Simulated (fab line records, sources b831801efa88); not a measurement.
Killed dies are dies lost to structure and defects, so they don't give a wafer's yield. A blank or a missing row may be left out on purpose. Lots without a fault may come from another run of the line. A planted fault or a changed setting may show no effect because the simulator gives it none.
Which tool did it? | flow sky130 | 6 lots, 18 wafers sampled, at 1 step of a route of 708

WHAT THE GAUGES READ, wafer by wafer
SKY_METAL1_CD_MEAS_15: target cd 140 nm.
lot  | measured     | on        | cd_nm (nm)
L241 | day 32 13:44 | cd_sem-01 | 139.7 139.3 138.4
L243 | day 33 09:41 | cd_sem-01 | 143.0 141.7 142.5
L247 | day 35 01:22 | cd_sem-02 | 141.5 140.2 140.5
L250 | day 36 00:08 | cd_sem-01 | 138.6 139.1 140.2
L259 | day 39 03:19 | cd_sem-02 | 140.4 139.1 140.1
L263 | day 39 21:17 | cd_sem-02 | 141.0 141.5 141.4

WHICH TOOL RAN EACH LOT (tool, then ch and the chambers of the sampled wafers, then the start)
The record holds no process step before these readings.

THE ANSWER, worked out from the rows above alone
Rule: what is usual is taken from the lots themselves. Put in order of their means at a reading, lots are off if they are a third of the lots or fewer, leave a main group of 4 or more, and stand apart from it by a gap of 3 or more times the standard deviation of the main group's means; of several such gaps the widest counts. A main group whose means are all the same, to the digits that the tables above print for the reading, isn't used. A lot without any number at a reading at which 4 lots or more have one is off too. The other lots that the step has rows for count as sound.
No lot is off at any reading shown: from this, nothing can be told.

WHAT THE SIMULATOR HAD PUT IN
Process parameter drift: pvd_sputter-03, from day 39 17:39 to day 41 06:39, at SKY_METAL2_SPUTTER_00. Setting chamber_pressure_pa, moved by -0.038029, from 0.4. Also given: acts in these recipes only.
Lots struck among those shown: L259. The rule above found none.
